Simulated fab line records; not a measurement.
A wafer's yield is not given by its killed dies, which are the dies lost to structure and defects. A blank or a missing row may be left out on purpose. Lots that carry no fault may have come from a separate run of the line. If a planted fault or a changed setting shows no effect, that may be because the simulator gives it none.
Which of the tools did it? -- flow gf180mcu -- 10 lots, 30 wafers sampled, at 4 steps of a route of 602

WHAT THE GAUGES READ, wafer by wafer
GF_MIM_RS_MEAS_10: a four-point-probe measurement.
lot,measured,on,MIM_ALCU_RS (ohm/sq)
L893,day 24 08:38,film-metro-03,0.1609 0.1597 0.1596
L894,day 24 21:13,film-metro-01,0.1580 0.1609 0.1590
L896,day 25 03:20,film-metro-03,0.1599 0.1588 0.1601
L897,day 25 13:10,film-metro-03,0.1567 0.1562 0.1589
L902,day 27 09:26,film-metro-04,0.1584 0.1579 0.1577
L904,day 27 17:48,film-metro-01,0.4351 0.4349 0.4407
L905,day 27 23:56,film-metro-03,0.4346 0.4324 0.4357
L911,day 30 04:46,film-metro-03,0.1617 0.1587 0.1606
L915,day 30 17:49,film-metro-01,0.1626 0.1615 0.1622
L916,day 31 05:21,film-metro-03,0.1636 0.1610 0.1621

EACH LOT AND THE TOOL THAT RAN IT (in order: tool; ch and the chambers of the sampled wafers; start)
lot,GF_MIM_SPUTTER_04,GF_MIM_SPUTTER_07,GF_MIM_SPUTTER_08
L893,"pvd-sputter-03, day 24 08:25","pvd-sputter-04, day 24 08:32","pvd-sputter-04, day 24 08:35"
L894,"pvd-sputter-02, day 24 20:58","pvd-sputter-04, day 24 21:05","pvd-sputter-04, day 24 21:08"
L896,"pvd-sputter-02, day 25 03:04","pvd-sputter-03, day 25 03:12","pvd-sputter-03, day 25 03:14"
L897,"pvd-sputter-04, day 25 12:55","pvd-sputter-03, day 25 13:02","pvd-sputter-03, day 25 13:05"
L902,"pvd-sputter-02, day 27 09:09","pvd-sputter-03, day 27 09:17","pvd-sputter-03, day 27 09:20"
L904,"pvd-sputter-04, day 27 17:31","pvd-sputter-03, day 27 17:40","pvd-sputter-03, day 27 17:42"
L905,"pvd-sputter-04, day 27 23:42","pvd-sputter-03, day 27 23:50","pvd-sputter-03, day 27 23:53"
L911,"pvd-sputter-04, day 30 04:28","pvd-sputter-04, day 30 04:36","pvd-sputter-04, day 30 04:38"
L915,"pvd-sputter-03, day 30 17:35","pvd-sputter-04, day 30 17:43","pvd-sputter-04, day 30 17:45"
L916,"pvd-sputter-03, day 31 05:05","pvd-sputter-02, day 31 05:13","pvd-sputter-02, day 31 05:16"
- GF_MIM_SPUTTER_04: material TiN, target thk 50 nm, time 41.7 s.
- GF_MIM_SPUTTER_07: material TiN, target thk 60 nm, time 50 s.
- GF_MIM_SPUTTER_08: material AlCu, target thk 200 nm, time 10.6 s.

THE ANSWER, worked out from the rows above alone
Rule: usual is defined by the lots themselves. The widest of any qualifying gaps counts: lots, ordered by their means at a reading, are off when they make up no more than a third of the lots, leave a main group of 4 or more, and stand apart from it by 3 or more times the standard deviation of that group's means. The tables above print the reading to a certain number of digits; a main group whose means all agree to those digits is not used. A lot without any number at a reading at which 4 lots or more have one is off too. The other lots that the step has rows for count as sound.
Off: at GF_MIM_RS_MEAS_10 (MIM_ALCU_RS), L904, L905. The main group has a mean of 0.1599 ohm/sq with a standard deviation of 0.0016.
A tool fits if, at a process step before that reading, it ran every lot that is off, and no sound lot after the first of them. Those tools and the gauges at GF_MIM_RS_MEAS_10 are tried in the same way. One fits: pvd-sputter-03 at GF_MIM_SPUTTER_07 and GF_MIM_SPUTTER_08. At GF_MIM_SPUTTER_07 its last sound lot is L902 (day 27 09:17), its first lot that is off L904 (day 27 17:40): a fault that began between those two fits.

WHAT THE SIMULATOR HAD PUT IN
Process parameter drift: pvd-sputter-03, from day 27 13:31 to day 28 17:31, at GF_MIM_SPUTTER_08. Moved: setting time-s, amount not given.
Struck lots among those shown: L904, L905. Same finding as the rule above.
